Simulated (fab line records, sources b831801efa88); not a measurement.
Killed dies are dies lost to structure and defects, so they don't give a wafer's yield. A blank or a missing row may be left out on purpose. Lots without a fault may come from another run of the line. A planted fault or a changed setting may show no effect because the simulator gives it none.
One fault seen from 2 desks | flow gf180mcu | each desk has only its own numbers; what lay behind them comes last

THE TOOL OWNER'S DESK: furnace-02
The tool's own readings at GF_DUAL_GATE_OXIDATION_02 (stabilise 600 s, purge 300 s, target thk 10.887 nm): means of the sampled wafers that have a number, for each lot that ran on this tool. A lot is out of limits, marked OUT, if its mean lies more than 4 standard deviations from the usual mean; the brackets give that distance.
Columns: A = spike_tc_bottom_C at GF_DUAL_GATE_OXIDATION_02, usual 918.0 C; B = spike_tc_centre_C at GF_DUAL_GATE_OXIDATION_02, usual 900.9 C; C = spike_tc_lower_C at GF_DUAL_GATE_OXIDATION_02, usual 900.2 C; D = spike_tc_upper_C at GF_DUAL_GATE_OXIDATION_02, usual 899.6 C; E = tube_center_temp_C at GF_DUAL_GATE_OXIDATION_02, usual 900.01 C; F = tube_center_temp_C_max at GF_DUAL_GATE_OXIDATION_02, usual 902.4
lot  | first seen here | A                | B                | C     | D     | E                | F
L152 | day 8 04:08     | 917.5            | 900.8            | 898.9 | 899.6 | 900.10           | 902.4
L153 | day 8 13:43     | 919.0            | 900.1            | 899.7 | 899.9 | 900.01           | 902.3
L154 | day 8 21:53     | 918.2            | 901.1            | 899.5 | 900.7 | 900.00           | 902.3
L155 | day 9 01:51     | 917.9            | 900.6            | 899.3 | 901.5 | 899.97           | 902.2
L157 | day 9 11:46     | 918.4            | 899.9            | 899.1 | 899.9 | 900.00           | 902.4
L159 | day 10 01:59    | 917.5            | 901.2            | 898.1 | 900.0 | 900.08           | 902.5
L162 | day 11 01:17    | 913.0 (-5.0) OUT | 896.5 (-4.4) OUT | 895.0 | 896.3 | 896.01 (-47) OUT | 898.2 (-11) OUT
L163 | day 11 06:53    | 914.0            | 896.6 (-4.3) OUT | 895.5 | 896.0 | 896.10 (-46) OUT | 898.2 (-10) OUT
L165 | day 11 17:39    | 914.1            | 896.7 (-4.2) OUT | 895.4 | 895.5 | 896.13 (-45) OUT | 898.3 (-10) OUT
This desk's finding: out of limits on L162, L163, L165; first on L162, day 11 01:17 (spike_tc_bottom_C at GF_DUAL_GATE_OXIDATION_02). In limits: L152, L153, L154, L155, L157, L159.

THE METROLOGY DESK
What the gauges read, lot by lot, whatever tool the lot ran on: means of the sampled wafers that have a number. A lot is out of limits, marked OUT, if its mean lies more than 4 standard deviations from the usual mean; the brackets give that distance.
Columns: A = MVSD_OVL at GF_MVSD_OVL_MEAS_07, usual -0.7 nm; B = HV_LDD_4_TW at GF_HV_LDD_TW_MEAS_50, usual 573
lot  | first seen here | A    | B
L151 | day 4 17:38     | -0.5 | 573
L152 | day 4 23:20     | -0.9 | 576
L153 | day 5 04:38     | -1.6 | 576
L154 | day 5 10:13     | -1.6 | 577
L155 | day 5 15:43     | 0.4  | 574
L156 | day 5 22:44     | -1.3 | 577
L157 | day 6 02:23     | -0.5 | 577
L159 | day 6 13:56     | 0.3  | 568
L162 | day 7 08:20     | -1.1 | 571
L163 | day 7 13:24     | -0.9 | 574
L164 | day 7 19:54     | 0.9  | 569
L165 | day 8 00:06     | 1.2  | 578
L167 | day 8 12:45     | -0.1 | 568
L172 | day 9 18:32     | -2.3 | 567
This desk's finding: nothing out of limits on any of the 14 lots.

PUT TOGETHER
The tool owner's desk could have raised an alarm at day 11 01:17, on L162, L163, L165.
The metrology desk saw nothing out of limits.
The metrology desk has L162, L163, L165 on record, within its limits.
Of the lots named, all ran GF_DUAL_GATE_OXIDATION_02 on furnace-02.

WHAT THE SIMULATOR HAD PUT IN
Process parameter drift: furnace-02, from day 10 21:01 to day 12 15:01, at GF_DUAL_GATE_OXIDATION_02. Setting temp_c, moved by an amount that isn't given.
Lots struck among those shown: L162, L163, L165.
Hours from the fault's start to each desk's first reading out of limits: the tool owner's desk, 4.
